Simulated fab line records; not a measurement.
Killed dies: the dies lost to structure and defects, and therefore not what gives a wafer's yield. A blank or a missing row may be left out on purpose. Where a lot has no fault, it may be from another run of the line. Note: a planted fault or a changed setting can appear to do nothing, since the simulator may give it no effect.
Which tool is to blame?	flow sky130	42 wafers from 14 lots sampled at 4 of the route's 708 steps

== WHAT THE GAUGES READ, wafer by wafer ==
SKY_FIELD_ISO_THK_MEAS_25.
lot	measured	on	FIELD_ISO_CVD_24_THK (nm)
L438	day 2 11:20	film-metro-04	579 592 598
L439	day 2 23:11	film-metro-02	602 590 591
L441	day 3 04:56	film-metro-02	595 592 599
L442	day 3 10:39	film-metro-04	583 586 595
L443	day 3 15:25	film-metro-02	599 591 589
L451	day 5 07:18	film-metro-03	605 598 587
L453	day 5 20:46	film-metro-03	600 588 600
L454	day 5 23:53	film-metro-04	598 583 604
L455	day 6 06:14	film-metro-03	593 609 590
L456	day 6 09:08	film-metro-02	584 585 592
L457	day 6 14:53	film-metro-02	590 597 600
L458	day 6 22:00	film-metro-03	601 599 583
L460	day 7 09:26	film-metro-04	591 608 597
L459	day 7 09:26	film-metro-03	588 601 591

SKY_LDD_HVP_OVL_MEAS_07.
lot	measured	on	LDD_HVP_OVL (nm)
L438	day 21 08:50	overlay-02	-0.3 1.1 0.4
L439	day 22 09:22	overlay-01	1.6 1.9 1.5
L441	day 23 03:46	overlay-02	0.6 0.0 0.2
L442	day 23 11:39	overlay-01	2.5 0.1 1.1
L443	day 23 17:25	overlay-02	-3.2 -0.7 -0.5
L451	day 26 16:40	overlay-02	-0.9 -1.4 1.4
L453	day 27 02:45	overlay-01	-0.3 0.8 0.1
L454	day 27 13:32	overlay-01	1.1 0.0 -0.3
L455	day 27 18:14	overlay-01	0.1 1.4 0.7
L456	day 27 23:52	overlay-02	1.3 1.6 1.2
L457	day 28 19:22	overlay-02	-0.9 -0.2 -1.0
L458	day 29 09:46	overlay-01	2.3 -1.2 0.7
L460	day 29 19:31	overlay-01	1.0 0.3 -0.9
L459	day 30 02:07	overlay-02	-0.9 -0.5 0.5

SKY_CONTACT_CD_MEAS_14: the cd target is 170 nm.
lot	measured	on	cd-nm (nm)
L438	day 31 09:58	cd-sem-02	170.8 168.9 168.1
L439	day 31 23:55	cd-sem-02	169.6 170.9 171.1
L441	day 32 21:27	cd-sem-02	168.5 169.5 168.2
L442	day 33 03:31	cd-sem-01	170.3 170.9 171.6
L443	day 33 08:31	cd-sem-02	169.6 170.2 171.1
L451	day 36 00:01	cd-sem-02	168.6 167.9 169.7
L453	day 36 12:23	cd-sem-02	171.3 171.8 171.7
L454	day 36 18:11	cd-sem-01	170.6 171.3 168.8
L455	day 36 21:50	cd-sem-01	172.6 173.6 172.5
L456	day 37 01:50	cd-sem-01	169.7 169.5 169.8
L457	day 38 00:19	cd-sem-02	172.2 170.8 173.8
L458	day 38 12:17	cd-sem-02	168.7 169.5 168.9
L460	day 38 19:37	cd-sem-01	171.3 170.7 171.6
L459	day 39 05:44	cd-sem-02	171.7 172.9 172.1

== TOOL THAT RAN EACH LOT (tool first, then ch and the chambers of the sampled wafers, then the start) ==
lot	SKY_VT_ADJUST_LVTN_DEVELOP_17
L438	litho-track-02 ch 0, day 7 19:26
L439	litho-track-04 ch 0, day 8 10:05
L441	litho-track-01 ch 0, day 8 23:15
L442	litho-track-04 ch 0, day 9 02:32
L443	litho-track-04 ch 0, day 9 05:56
L451	litho-track-01 ch 0, day 11 12:32
L453	litho-track-04 ch 0, day 12 04:17
L454	litho-track-01 ch 0, day 12 08:39
L455	litho-track-04 ch 0, day 12 15:43
L456	litho-track-01 ch 0, day 12 20:03
L457	litho-track-04 ch 0, day 13 12:37
L458	litho-track-04 ch 0, day 14 04:13
L460	litho-track-01 ch 0, day 14 16:56
L459	litho-track-04 ch 0, day 14 18:01
- SKY_VT_ADJUST_LVTN_DEVELOP_17: develop time 60 s.

== WHAT THE TOOLS THEMSELVES READ (means of the sampled wafers that have a number; where no wafer has one, the mark that the record gives instead) ==
SKY_VT_ADJUST_LVTN_DEVELOP_17.
lot	tool	developer-temp-C (C)
L438	litho-track-02	22.95
L439	litho-track-04	22.94
L441	litho-track-01	23.07
L442	litho-track-04	25.21
L443	litho-track-04	25.27
L451	litho-track-01	22.85
L453	litho-track-04	22.97
L454	litho-track-01	23.09
L455	litho-track-04	22.83
L456	litho-track-01	22.94
L457	litho-track-04	22.98
L458	litho-track-04	23.09
L460	litho-track-01	23.02
L459	litho-track-04	23.05

== THE ANSWER, worked out from the rows above alone ==
Rule: usual is defined by the lots themselves. The widest of any qualifying gaps counts: lots, ordered by their means at a reading, are off when they make up no more than a third of the lots, leave a main group of 4 or more, and stand apart from it by 3 or more times the standard deviation of that group's means. A main group whose means are all the same, to the digits that the tables above print for the reading, isn't used. A lot without any number at a reading at which 4 lots or more have one is off too. Where the step has rows for the other lots, those lots are counted as sound. First the gauges in route order, then the tools' own readings, where a lot's mean is used as printed above. The first step at which some lot is off is used, and at that step the reading that is off furthest; a lot without a number counts as furthest.
Off: L442, L443 (SKY_VT_ADJUST_LVTN_DEVELOP_17, developer-temp-C). The main group: mean 22.98 C, standard deviation 0.083.
A tool fits if, at that step or a process step before it, it ran every lot that is off, and no sound lot after the first of them. Of those tried, none fits.

== WHAT THE SIMULATOR PUT IN ==
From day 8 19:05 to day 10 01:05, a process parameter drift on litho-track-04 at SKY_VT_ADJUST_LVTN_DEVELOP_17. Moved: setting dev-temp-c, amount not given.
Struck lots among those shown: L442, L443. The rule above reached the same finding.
